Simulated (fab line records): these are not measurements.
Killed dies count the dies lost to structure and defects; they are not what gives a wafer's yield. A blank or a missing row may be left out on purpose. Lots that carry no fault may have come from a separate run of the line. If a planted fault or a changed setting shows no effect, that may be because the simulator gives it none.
Which of the tools did it? -- flow sky130 -- 11 lots (33 wafers sampled), 1 step of a 708-step route

## WHAT THE GAUGES READ, wafer by wafer
SKY_FIELD_ISO_THK_MEAS_02.
lot,measured,on,FIELD_ISO_OXIDATION_00_THK (nm)
L426,day 1 16:38,filmMetro-04,11.92 12.28 11.96
L429,day 2 09:02,filmMetro-01,12.06 12.17 11.93
L430,day 2 13:02,filmMetro-02,12.01 11.97 11.99
L431,day 2 17:39,filmMetro-02,12.21 12.16 12.15
L434,day 3 09:22,filmMetro-02,12.39 12.39 12.29
L436,day 3 19:02,filmMetro-02,12.21 12.14 12.02
L438,day 4 05:19,filmMetro-01,12.25 12.35 12.05
L439,day 4 09:40,filmMetro-02,11.45 11.68 11.90
L440,day 4 14:38,filmMetro-04,12.52 12.58 12.38
L441,day 4 20:24,filmMetro-04,12.05 11.97 11.98
L446,day 5 21:16,filmMetro-04,11.86 11.83 11.91

## WHICH TOOL RAN EACH LOT (tool, then ch and the chambers of the sampled wafers, then the start)
The record holds no process step before these readings.

## THE ANSWER, worked out from the rows above alone
Rule: the usual values come from the lots themselves. Put in order of their means at a reading, lots are off if they are a third of the lots or fewer, leave a main group of 4 or more, and stand apart from it by a gap of 3 or more times the standard deviation of the main group's means; of several such gaps the widest counts. The tables above print the reading to a certain number of digits; a main group whose means all agree to those digits is not used. Also off: a lot with no number at a reading for which 4 or more lots have one. The other lots that the step has rows for count as sound.
No lot is off on any of the readings shown, so nothing can be concluded from this.

## WHAT THE SIMULATOR HAD PUT IN
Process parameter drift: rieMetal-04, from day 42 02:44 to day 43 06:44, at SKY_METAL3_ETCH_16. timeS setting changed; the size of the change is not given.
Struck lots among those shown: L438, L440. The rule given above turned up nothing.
